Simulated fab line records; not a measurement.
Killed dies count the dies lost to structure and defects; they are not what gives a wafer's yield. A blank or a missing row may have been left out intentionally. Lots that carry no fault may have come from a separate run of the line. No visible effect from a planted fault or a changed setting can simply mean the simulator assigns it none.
fab line records | flow sky130
record lots=7 | wafers=21 | lastDay=50
route steps=708 shown PASSIVATION@683 PAD_OPEN@694
lots with no fault: from the same line, run without faults
startH: the number of hours between the record's first day and the start of the first shown wafer of the lot | waitH: time in hours since the lot's previous step | " repeats the value in the row above | L1.1+2: a single row standing in for several wafers | - either no value or no given start | * or withheld: withheld | < > ~ a bound
route shown NAME@n: NAME is a module with steps in the file, n the number in the route of the first one | usual: mean/standard deviation of fault-free wafers | same: alike in all rows | chamber/n: place in a boat | sites: each site's reading | _std_site: standard deviation across them | _edge_site: mean of outer sites minus mean of inner sites | radiusMm: how far each site lies from the wafer's centre | mask NAME#n: copy n | behind: the last tool/chamber to shape the wafer | hold: the reason the lot was held/the length of the hold in hours/how it ended | device: the transistor (n, p or np) that didn't switch | end of line: tests of these same wafers at the route's end | a step without rows: its recipe alone | killed: dies that structure and defects cost at the first sort, which is not the same as the wafer's yield | map: a wafer's dies, marking killed ones x, the rest . and places with no die _
set.NAME: the run value of the setting; set.NAME@STEP: its run value at that earlier step | model.NAME: the simulator's own value behind a step, which no gauge read
lots seen at some steps along the route; tables by step, rows by wafer
services: from which hour (startH, from the record's first day; less than 0 if before it) a tool's chamber was out of use, for how many hours, and why
## steps
# step SKY_PASSIVATION_CVD_02
# recipe material=Si3N4 | targetThkNm=540 | tempC=400 | timeS=withheld | rfW=450
# usual heaterPowerW=728/81
lot.wafer | tool     | chamber | startH  | waitH | heaterPowerW
L227.2    | pecvd-03 | 2       | 1057.79 | 0.0   | 791
L227.5    | "        | 0       | "       | "     | 774
L227.6    | "        | 2       | "       | "     | 822
L228.1    | pecvd-03 | 2       | 1059.76 | 0.1   | 742
L228.2    | "        | 1       | "       | "     | 688
L228.4    | "        | 2       | "       | "     | 779
L229.1    | pecvd-02 | 2       | 1066.58 | 0.1   | 764
L229.4    | "        | 1       | "       | "     | 570
L229.6    | "        | 0       | "       | "     | 666
L236.3    | pecvd-02 | 0       | 1106.00 | 0.0   | 793
L236.4    | "        | 0       | "       | "     | 781
L236.6    | "        | 2       | "       | "     | 804
L235.1    | pecvd-03 | 2       | 1114.12 | 0.1   | 783
L235.5    | "        | 0       | "       | "     | 757
L235.6    | "        | 2       | "       | "     | 826
L239.1    | pecvd-03 | 2       | 1144.98 | 0.1   | 796
L239.2    | "        | 1       | "       | "     | 590
L239.3    | "        | 0       | "       | "     | 655
L246.1    | pecvd-03 | 1       | 1166.38 | 0.1   | 706
L246.2    | "        | 0       | "       | "     | 726
L246.4    | "        | 1       | "       | "     | 561
# step SKY_PASSIVATION_THK_MEAS_03
# recipe reads=Si3N4_of_PASSIVATION_CVD_02
# usual PASSIVATION_CVD_02_THK=542/8
lot.wafer | tool         | chamber | startH  | waitH | PASSIVATION_CVD_02_THK[nm]
L227.2    | filmMetro-01 | -       | 1058.03 | -     | 534
L227.5    | "            | -       | "       | "     | 552
L227.6    | "            | -       | "       | "     | 539
L228.1    | filmMetro-03 | -       | 1059.98 | -     | 547
L228.2    | "            | -       | "       | "     | 547
L228.4    | "            | -       | "       | "     | 561
L229.1    | filmMetro-01 | -       | 1066.81 | -     | 538
L229.4    | "            | -       | "       | "     | 545
L229.6    | "            | -       | "       | "     | 537
L236.3    | filmMetro-01 | -       | 1106.25 | -     | 529
L236.4    | "            | -       | "       | "     | 541
L236.6    | "            | -       | "       | "     | 543
L235.1    | filmMetro-01 | -       | 1114.34 | -     | 532
L235.5    | "            | -       | "       | "     | 548
L235.6    | "            | -       | "       | "     | 539
L239.1    | filmMetro-03 | -       | 1145.21 | -     | 536
L239.2    | "            | -       | "       | "     | 534
L239.3    | "            | -       | "       | "     | 536
L246.1    | filmMetro-03 | -       | 1166.60 | -     | 546
L246.2    | "            | -       | "       | "     | 553
L246.4    | "            | -       | "       | "     | 551
# step SKY_PASSIVATION_DEHYDRATE_04
# recipe tempC=200 | timeS=60
# step SKY_PASSIVATION_HMDS_05
# recipe primeTimeS=60 | primeTempC=120
# step SKY_PASSIVATION_COAT_06
# recipe spinRpm=2000 | resistThkNm=3000
# step SKY_PASSIVATION_SOFTBAKE_07
# recipe tempC=110 | timeS=withheld
# step SKY_PASSIVATION_EXPOSE_08
# recipe maskId=NSM | targetCdNm=3000 | na=0.57 | doseMj=260
# step SKY_PASSIVATION_PEB_09
# recipe tempC=115 | timeS=withheld
# step SKY_PASSIVATION_DEVELOP_10
# recipe developTimeS=60 | devTempC=23
# step SKY_PASSIVATION_ETCH_11
# recipe chemistry=CF4/O2 | targetDepthNm=725 | stopOn=AlCu | sourceW=800 | biasW=150 | pressureMtorr=150 | cf4FlowSccm=80 | O2_flow_sccm=10 | timeS=161.1
# usual chamberPressureMTorr=150.00/0.14 | drypumpMotorCurrentA=5.7/0.44 | oesProductAu=0.979/0.0077 | throttleValvePct=5.964/0.0093
lot.wafer | tool       | chamber | startH  | waitH | chamberPressureMTorr | drypumpMotorCurrentA | oesProductAu | rfHoursCounterH | throttleValvePct
L227.2    | rieDiel-02 | 0       | 1079.29 | -     | 149.94               | 5.9                  | 0.983        | 31              | 5.960
L227.5    | "          | 3       | "       | "     | 150.02               | 5.1                  | 0.989        | -               | 5.976
L227.6    | "          | 1       | "       | "     | 150.06               | 6.0                  | 0.982        | -               | 5.965
L228.1    | rieDiel-04 | 2       | 1080.70 | -     | 149.93               | 5.6                  | 0.990        | 17              | 5.959
L228.2    | "          | 1       | "       | "     | 149.95               | 5.7                  | 0.977        | 17              | 5.971
L228.4    | "          | 0       | "       | "     | 149.91               | 5.0                  | 0.993        | 14              | 5.958
L229.1    | rieDiel-04 | 2       | 1087.34 | -     | 150.18               | 5.6                  | 0.975        | 17              | 5.984
L229.4    | "          | 3       | "       | "     | 150.05               | 5.2                  | 0.976        | 18              | 5.958
L229.6    | "          | 3       | "       | "     | 150.04               | 5.1                  | 0.984        | -               | 5.966
L236.3    | rieDiel-02 | 1       | 1125.91 | -     | 150.02               | 6.0                  | 0.970        | 26              | 5.951
L236.4    | "          | 0       | "       | "     | 149.97               | 5.9                  | 0.970        | 0               | 5.957
L236.6    | "          | 1       | "       | "     | 150.22               | 6.0                  | 0.971        | -               | 5.951
L235.1    | rieDiel-01 | 2       | 1133.60 | -     | 149.90               | 6.6                  | 0.966        | 18              | 5.961
L235.5    | "          | 3       | "       | "     | 149.89               | 5.6                  | 0.983        | -               | 5.971
L235.6    | "          | 0       | "       | "     | 149.87               | 5.9                  | 0.980        | -               | 5.963
L239.1    | rieDiel-02 | 3       | 1162.40 | -     | 150.01               | 5.1                  | 0.984        | 4               | 5.952
L239.2    | "          | 1       | "       | "     | 149.88               | 6.0                  | 0.961        | 28              | 5.971
L239.3    | "          | 0       | "       | "     | 149.98               | 5.9                  | 0.971        | 2               | 5.941
L246.1    | rieDiel-02 | 0       | 1182.20 | -     | 149.93               | 5.9                  | 0.974        | 3               | 5.977
L246.2    | "          | 1       | "       | "     | 149.85               | 6.0                  | 0.982        | 29              | 5.974
L246.4    | "          | 3       | "       | "     | 150.10               | 5.1                  | 0.991        | 5               | 5.956
# step SKY_PASSIVATION_STRIP_12
# recipe chemistry=O2/N2 | powerW=1400 | pressureMtorr=1500 | platenTempC=withheld | overashFraction=0.7 | o2FlowSccm=3000 | n2FlowSccm=300
# usual chamberPressureMTorr=1499.8/1.3 | drypumpMotorCurrentA=5.55/0.16 | oesProductAu=0.661/0.0043 | stripTimeToEndpointS=31.46/0.11
lot.wafer | tool           | chamber | startH  | waitH | chamberPressureMTorr | drypumpMotorCurrentA | oesProductAu | rfHoursCounterH | stripTimeToEndpointS
L227.2    | plasmaAsher-04 | 0       | 1079.40 | 0.1   | 1500.4               | 5.68                 | 0.662        | 33              | 31.54
L227.5    | "              | 1       | "       | "     | 1499.8               | 5.36                 | 0.667        | -               | 31.43
L227.6    | "              | 0       | "       | "     | 1499.0               | 5.69                 | 0.664        | -               | 31.44
L228.1    | plasmaAsher-02 | 0       | 1080.81 | 0.1   | 1500.4               | 5.50                 | 0.662        | 92              | 31.18
L228.2    | "              | 1       | "       | "     | 1498.8               | 5.51                 | 0.659        | 92              | 31.31
L228.4    | "              | 0       | "       | "     | 1500.9               | 5.49                 | 0.671        | -               | 31.40
L229.1    | plasmaAsher-04 | 0       | 1087.45 | 0.1   | 1498.3               | 5.70                 | 0.667        | 34              | 31.41
L229.4    | "              | 0       | "       | "     | 1500.8               | 5.67                 | 0.654        | -               | 31.59
L229.6    | "              | 1       | "       | "     | 1500.6               | 5.41                 | 0.660        | -               | 31.54
L236.3    | plasmaAsher-02 | 0       | 1126.05 | 0.1   | 1500.8               | 5.50                 | 0.660        | -               | 31.52
L236.4    | "              | 1       | "       | "     | 1499.9               | 5.50                 | 0.653        | -               | 31.51
L236.6    | "              | 0       | "       | "     | 1497.5               | 5.49                 | 0.662        | -               | 31.32
L235.1    | plasmaAsher-03 | 1       | 1133.70 | 0.1   | 1497.5               | 5.95                 | 0.661        | 6               | 31.35
L235.5    | "              | 1       | "       | "     | 1499.7               | 5.93                 | 0.661        | -               | 31.38
L235.6    | "              | 0       | "       | "     | 1499.5               | 5.46                 | 0.652        | -               | 31.31
L239.1    | plasmaAsher-04 | 1       | 1162.51 | 0.1   | 1496.5               | 5.39                 | 0.665        | 42              | 31.51
L239.2    | "              | 0       | "       | "     | 1499.8               | 5.67                 | 0.657        | 42              | 31.29
L239.3    | "              | 0       | "       | "     | 1498.4               | 5.67                 | 0.667        | -               | 31.49
L246.1    | plasmaAsher-04 | 1       | 1182.30 | 0.1   | 1498.2               | 5.42                 | 0.657        | 44              | 31.37
L246.2    | "              | 0       | "       | "     | 1501.1               | 5.70                 | 0.663        | 44              | 31.32
L246.4    | "              | 0       | "       | "     | 1499.9               | 5.70                 | 0.657        | -               | 31.39
# step SKY_PAD_OPEN_DEHYDRATE_00
# recipe tempC=200 | timeS=60
# step SKY_PAD_OPEN_HMDS_01
# recipe primeTimeS=60 | primeTempC=120
# usual chillPlateTempC=23.00/0.11 | primeTempC=120.00/0.11
lot.wafer | tool          | chamber | startH  | waitH | chillPlateTempC | primeTempC
L227.2    | lithoTrack-04 | 0       | 1088.76 | 0.1   | 23.20           | 124.37
L227.5    | "             | 0       | "       | "     | 23.32           | 124.40
L227.6    | "             | 0       | "       | "     | 23.14           | 124.60
L228.1    | lithoTrack-04 | 0       | 1090.18 | 0.1   | 23.07           | 124.45
L228.2    | "             | 0       | "       | "     | 22.91           | 124.49
L228.4    | "             | 0       | "       | "     | 23.11           | 124.38
L229.1    | lithoTrack-04 | 0       | 1097.03 | 0.1   | 22.79           | 124.39
L229.4    | "             | 0       | "       | "     | 22.88           | 124.34
L229.6    | "             | 0       | "       | "     | 22.94           | 124.49
L236.3    | lithoTrack-02 | 0       | 1135.01 | 0.1   | 22.85           | 120.12
L236.4    | "             | 0       | "       | "     | 22.99           | 120.06
L236.6    | "             | 0       | "       | "     | 22.83           | 120.05
L235.1    | lithoTrack-01 | 0       | 1142.60 | 0.1   | 23.06           | 119.95
L235.5    | "             | 0       | "       | "     | 22.90           | 119.91
L235.6    | "             | 0       | "       | "     | 22.94           | 120.11
L239.1    | lithoTrack-04 | 0       | 1170.59 | 0.1   | 23.00           | 119.98
L239.2    | "             | 0       | "       | "     | 23.01           | 120.03
L239.3    | "             | 0       | "       | "     | 22.87           | 119.82
L246.1    | lithoTrack-02 | 0       | 1190.36 | 0.1   | 22.94           | 120.16
L246.2    | "             | 0       | "       | "     | 22.92           | 120.13
L246.4    | "             | 0       | "       | "     | 23.02           | 120.14
# step SKY_PAD_OPEN_COAT_02
# recipe spinRpm=2000 | resistThkNm=3000
# step SKY_PAD_OPEN_PROBE_99
# usual defectLimitedYield=82.6/1.8 | killed_at_M0_to_M3=44/6.9 | killed_at_M4_up=3.2/1.8 | killedAtContacts=23/5.2 | killedAtFrontEnd=15/4.5 | killedAtOther=0.3/0.56 | killedDies=85/8.8 | killedOnRim=17/3.5 | killedOpen=47/6.7 | killedShort=39/6.4 | sort_bin_3_pad_short=0.8/0.4 | sort_bin_5_function=10.2/1.3 | sort_bin_6_memory=6.4/1.1 | sortNPass=407/8.8 | sortYieldPct=82.6/1.8
# same grossDies=492 | killedAtBackSide=0 | sort_bin_4_leakage[%]=0 | sort_bin_8_speed[%]=0
lot.wafer | tool      | chamber | startH  | waitH | defectLimitedYield[%] | killed_at_M0_to_M3 | killed_at_M4_up | killedAtContacts | killedAtFrontEnd | killedAtOther | killedDies | killedOnRim | killedOpen | killedShort | sort_bin_3_pad_short[%] | sort_bin_5_function[%] | sort_bin_6_memory[%] | sortNPass | sortYieldPct[%]
L227.2    | prober-02 | -       | 1102.88 | 0.1   | 82.5                  | 49                 | 5               | 18               | 14               | 0             | 86         | 17          | 47         | 39          | 0.2                     | 9.8                    | 7.5                  | 406       | 82.5
L227.5    | prober-02 | -       | 1103.03 | 0.2   | 84.6                  | 45                 | 1               | 12               | 18               | 0             | 76         | 14          | 49         | 27          | 1.2                     | 8.5                    | 5.7                  | 416       | 84.6
L227.6    | prober-02 | -       | 1103.08 | 0.2   | 81.7                  | 41                 | 2               | 31               | 16               | 0             | 90         | 18          | 48         | 42          | 0.2                     | 12.8                   | 5.3                  | 402       | 81.7
L228.1    | prober-01 | -       | 1104.33 | 0.1   | 82.9                  | 46                 | 4               | 15               | 19               | 0             | 84         | 17          | 36         | 48          | 1.4                     | 11.2                   | 4.5                  | 408       | 82.9
L228.2    | prober-01 | -       | 1104.38 | 0.1   | 81.7                  | 53                 | 2               | 20               | 15               | 0             | 90         | 20          | 42         | 48          | 1.8                     | 9.8                    | 6.7                  | 402       | 81.7
L228.4    | prober-01 | -       | 1104.48 | 0.2   | 83.1                  | 46                 | 1               | 23               | 13               | 0             | 83         | 17          | 40         | 43          | 1.4                     | 10.2                   | 5.3                  | 409       | 83.1
L229.1    | prober-02 | -       | 1109.80 | 0.1   | 82.5                  | 53                 | 0               | 18               | 14               | 1             | 86         | 15          | 51         | 35          | 1.0                     | 11.2                   | 5.3                  | 406       | 82.5
L229.4    | prober-02 | -       | 1109.95 | 0.2   | 82.9                  | 41                 | 2               | 25               | 16               | 0             | 84         | 15          | 56         | 28          | 0.2                     | 10.4                   | 6.5                  | 408       | 82.9
L229.6    | prober-02 | -       | 1110.05 | 0.2   | 82.5                  | 49                 | 3               | 18               | 15               | 1             | 86         | 13          | 52         | 34          | 0                       | 10.2                   | 7.3                  | 406       | 82.5
L236.3    | prober-02 | -       | 1147.43 | 0.2   | 77.4                  | 63                 | 7               | 27               | 14               | 0             | 111        | 18          | 51         | 60          | 1.4                     | 11.2                   | 10.0                 | 381       | 77.4
L236.4    | prober-02 | -       | 1147.48 | 0.2   | 83.5                  | 37                 | 6               | 25               | 13               | 0             | 81         | 14          | 48         | 33          | 0.8                     | 9.1                    | 6.5                  | 411       | 83.5
L236.6    | prober-02 | -       | 1147.58 | 0.2   | 82.1                  | 52                 | 6               | 18               | 11               | 1             | 88         | 15          | 46         | 42          | 0.6                     | 10.0                   | 7.3                  | 404       | 82.1
L235.1    | prober-01 | -       | 1154.57 | 0.1   | 81.3                  | 42                 | 4               | 29               | 17               | 0             | 92         | 28          | 51         | 41          | 0.6                     | 11.4                   | 6.7                  | 400       | 81.3
L235.5    | prober-01 | -       | 1154.77 | 0.2   | 79.1                  | 61                 | 1               | 23               | 15               | 3             | 103        | 21          | 58         | 45          | 1.2                     | 12.8                   | 6.9                  | 389       | 79.1
L235.6    | prober-01 | -       | 1154.82 | 0.2   | 83.9                  | 33                 | 4               | 23               | 19               | 0             | 79         | 14          | 47         | 32          | 0.6                     | 11.4                   | 4.1                  | 413       | 83.9
L239.1    | prober-01 | -       | 1181.26 | 0.1   | 83.3                  | 48                 | 5               | 21               | 8                | 0             | 82         | 18          | 40         | 42          | 1.2                     | 9.8                    | 5.7                  | 410       | 83.3
L239.2    | prober-01 | -       | 1181.31 | 0.1   | 84.6                  | 44                 | 1               | 21               | 9                | 1             | 76         | 14          | 47         | 29          | 0.2                     | 9.3                    | 5.9                  | 416       | 84.6
L239.3    | prober-01 | -       | 1181.36 | 0.2   | 83.7                  | 38                 | 4               | 24               | 13               | 1             | 80         | 14          | 46         | 34          | 0.2                     | 10.4                   | 5.7                  | 412       | 83.7
L246.1    | prober-02 | -       | 1200.88 | 0.4   | 83.3                  | 47                 | 5               | 17               | 13               | 0             | 82         | 17          | 39         | 43          | 0.6                     | 8.5                    | 7.5                  | 410       | 83.3
L246.2    | prober-02 | -       | 1200.93 | 0.4   | 79.5                  | 60                 | 0               | 26               | 15               | 0             | 101        | 23          | 54         | 47          | 1.2                     | 11.8                   | 7.5                  | 391       | 79.5
L246.4    | prober-02 | -       | 1201.03 | 0.5   | 80.3                  | 56                 | 5               | 20               | 16               | 0             | 97         | 19          | 52         | 45          | 0.8                     | 9.3                    | 9.6                  | 395       | 80.3
# killed by level:class
L227.2 VIA2:geometricParticle:open=10 CONTACT:geometricParticle:open=8 VIA3:geometricParticle:open=8 METAL1:geometricParticle:short=6 VIA1:geometricParticle:open=6 VIA3:geometricParticle:short=5 FIELD_ISO:geometricParticle:open=4 POLY_GATE:geometricParticle:open=4
L227.5 VIA2:geometricParticle:open=9 VIA1:geometricParticle:open=9 VIA3:geometricParticle:open=9 FIELD_ISO:geometricParticle:open=5 CONTACT:geometricParticle:open=5 VIA3:geometricParticle:short=4 VIA1:geometricParticle:short=4 METAL2:geometricParticle:short=4
L227.6 CONTACT:geometricParticle:open=10 CONTACT:geometricParticle:short=9 VIA1:geometricParticle:open=7 LI_CONTACT:geometricParticle:open=6 VIA3:geometricParticle:open=6 POLY_GATE:geometricParticle:short=5 VIA2:geometricParticle:open=5 FIELD_ISO:geometricParticle:open=4
L228.1 VIA1:geometricParticle:open=8 METAL1:geometricParticle:short=7 FIELD_ISO:geometricParticle:short=6 METAL2:geometricParticle:short=6 CONTACT:geometricParticle:open=5 VIA1:geometricParticle:short=5 VIA2:geometricParticle:open=5 POLY_GATE:geometricParticle:open=4
L228.2 VIA1:geometricParticle:open=13 VIA1:geometricParticle:short=11 VIA2:geometricParticle:open=8 FIELD_ISO:geometricParticle:short=6 LI_CONTACT:geometricParticle:open=6 METAL2:geometricParticle:short=6 CONTACT:geometricParticle:open=5 CONTACT:geometricParticle:short=5
L228.4 CONTACT:geometricParticle:open=9 VIA1:geometricParticle:open=7 VIA2:geometricParticle:open=7 VIA2:geometricParticle:short=6 CONTACT:geometricParticle:short=5 METAL1:geometricParticle:short=5 METAL2:geometricParticle:short=5 METAL3:geometricParticle:short=5
L229.1 VIA1:geometricParticle:open=13 LI_CONTACT:geometricParticle:open=7 METAL3:geometricParticle:short=7 CONTACT:geometricParticle:open=6 VIA1:geometricParticle:short=6 FIELD_ISO:geometricParticle:open=5 VIA2:geometricParticle:open=5 METAL3:geometricParticle:open=5
L229.4 LI_CONTACT:geometricParticle:open=14 CONTACT:geometricParticle:open=8 VIA1:geometricParticle:open=8 VIA3:geometricParticle:open=7 VIA2:geometricParticle:open=6 FIELD_ISO:geometricParticle:short=5 METAL1:geometricParticle:short=5 VIA2:geometricParticle:short=4
L229.6 VIA1:geometricParticle:open=15 CONTACT:geometricParticle:open=8 VIA3:geometricParticle:open=7 VIA2:geometricParticle:short=6 VIA2:geometricParticle:open=5 POLY_GATE:geometricParticle:open=4 POLY_GATE:geometricParticle:short=4 LI_CONTACT:geometricParticle:open=4
L236.3 METAL1:geometricParticle:short=10 VIA1:geometricParticle:open=10 VIA3:geometricParticle:open=10 METAL2:geometricParticle:short=9 LI_CONTACT:geometricParticle:open=7 METAL4:geometricParticle:short=7 LI_CONTACT:geometricParticle:short=6 CONTACT:geometricParticle:open=6
L236.4 CONTACT:geometricParticle:open=10 VIA1:geometricParticle:open=8 LI_CONTACT:geometricParticle:open=6 METAL1:geometricParticle:short=6 VIA3:geometricParticle:open=6 FIELD_ISO:geometricParticle:open=5 VIA2:geometricParticle:open=5 VIA3:geometricParticle:short=4
L236.6 CONTACT:geometricParticle:open=9 VIA1:geometricParticle:open=9 VIA3:geometricParticle:open=9 METAL2:geometricParticle:short=8 VIA2:geometricParticle:open=5 VIA2:geometricParticle:short=4 METAL3:geometricParticle:short=4 METAL4:geometricParticle:short=4
L235.1 CONTACT:geometricParticle:open=14 VIA1:geometricParticle:open=9 VIA1:geometricParticle:short=6 METAL2:geometricParticle:short=6 VIA2:geometricParticle:open=6 FIELD_ISO:geometricParticle:short=5 VIA3:geometricParticle:open=5 LI_CONTACT:geometricParticle:short=4
L235.5 VIA1:geometricParticle:open=15 CONTACT:geometricParticle:open=11 VIA2:geometricParticle:open=10 VIA3:geometricParticle:open=9 VIA1:geometricParticle:short=6 CONTACT:geometricParticle:short=6 POLY_GATE:geometricParticle:open=5 VIA3:geometricParticle:short=5
L235.6 CONTACT:geometricParticle:open=11 VIA1:geometricParticle:open=9 LI_CONTACT:geometricParticle:open=7 VIA1:geometricParticle:short=7 VIA3:geometricParticle:open=7 METAL1:geometricParticle:short=6 FIELD_ISO:geometricParticle:open=4 POLY_GATE:geometricParticle:open=4
L239.1 CONTACT:geometricParticle:open=14 METAL1:geometricParticle:short=10 VIA2:geometricParticle:open=9 VIA1:geometricParticle:open=6 VIA3:geometricParticle:open=6 LOCAL_INTERCONNECT:geometricParticle:short=4 VIA1:geometricParticle:short=4 VIA2:geometricParticle:short=4
L239.2 VIA1:geometricParticle:open=14 CONTACT:geometricParticle:open=12 METAL1:geometricParticle:short=6 VIA2:geometricParticle:open=6 VIA3:geometricParticle:open=5 LI_CONTACT:geometricParticle:open=4 VIA1:geometricParticle:short=4 FIELD_ISO:geometricParticle:open=3
L239.3 VIA3:geometricParticle:open=12 VIA1:geometricParticle:open=8 LI_CONTACT:geometricParticle:open=7 LOCAL_INTERCONNECT:geometricParticle:short=6 CONTACT:geometricParticle:short=6 VIA1:geometricParticle:short=5 CONTACT:geometricParticle:open=5 FIELD_ISO:geometricParticle:short=4
L246.1 METAL2:geometricParticle:short=8 VIA3:geometricParticle:open=8 VIA2:geometricParticle:open=7 CONTACT:geometricParticle:open=6 VIA1:geometricParticle:short=6 VIA1:geometricParticle:open=6 METAL1:geometricParticle:short=5 FIELD_ISO:geometricParticle:open=4
L246.2 VIA1:geometricParticle:open=17 VIA2:geometricParticle:open=10 LI_CONTACT:geometricParticle:open=9 METAL1:geometricParticle:short=7 POLY_GATE:geometricParticle:short=6 CONTACT:geometricParticle:open=6 VIA1:geometricParticle:short=5 VIA3:geometricParticle:short=5
L246.4 VIA1:geometricParticle:open=12 VIA3:geometricParticle:open=10 METAL2:geometricParticle:short=8 METAL1:geometricParticle:short=8 LI_CONTACT:geometricParticle:open=7 CONTACT:geometricParticle:open=6 CONTACT:geometricParticle:short=5 POLY_GATE:geometricParticle:short=5
## services
tool           | chamber | startH  | hours | kind
pecvd-02       | -       | 1045.68 | 2.8   | pm
rieDiel-02     | 3       | 1053.49 | -     | clean
rieDiel-02     | 3       | 1053.49 | 17.5  | scheduledDown
rieDiel-02     | 3       | 1053.49 | 17.5  | ventCycle
plasmaAsher-03 | -       | 1055.25 | 9.0   | pm
rieDiel-02     | 2       | 1071.87 | -     | clean
rieDiel-02     | 2       | 1071.87 | 28.9  | scheduledDown
rieDiel-02     | 2       | 1071.87 | 28.9  | ventCycle
pecvd-03       | 0       | 1076.61 | 2.1   | scheduledDown
pecvd-02       | 2       | 1083.49 | 2.1   | scheduledDown
pecvd-02       | 0       | 1085.98 | 2.1   | scheduledDown
rieDiel-02     | 0       | 1100.80 | -     | clean
rieDiel-02     | 0       | 1100.80 | 20.7  | scheduledDown
rieDiel-02     | 0       | 1100.80 | 20.7  | ventCycle
rieDiel-01     | -       | 1102.75 | 1.8   | repair
rieDiel-01     | -       | 1127.03 | 2.7   | repair
pecvd-03       | 1       | 1136.21 | 2.1   | scheduledDown
rieDiel-02     | 2       | 1148.30 | 14.7  | repair
pecvd-03       | -       | 1153.19 | 1.6   | repair
pecvd-02       | -       | 1163.86 | 4.3   | pm
pecvd-02       | 0       | 1164.25 | 5.5   | scheduledDown
rieDiel-01     | 1       | 1165.04 | 30.5  | repair
pecvd-03       | 0       | 1180.62 | -     | clean
pecvd-03       | 0       | 1180.62 | -     | consumableReplace:showerhead
## key
firstSign step=SKY_PAD_OPEN_HMDS_01 | reading=primeTempC | direction=up | sigmas=41 | usual=* | struck=*
effect none on later readings
metAt SKY_PAD_OPEN_HMDS_01
struckWafers L227.2,L227.5,L227.6,L228.1,L228.2,L228.4,L229.1,L229.4,L229.6
fault kind=processParameterDrift | tool=lithoTrack-04 | chamber=- | onsetH=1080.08 | steps=SKY_PAD_OPEN_HMDS_01 | channel=primeTempC | offset=* | shape=step | endH=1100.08 | actsIn=* | stated=*
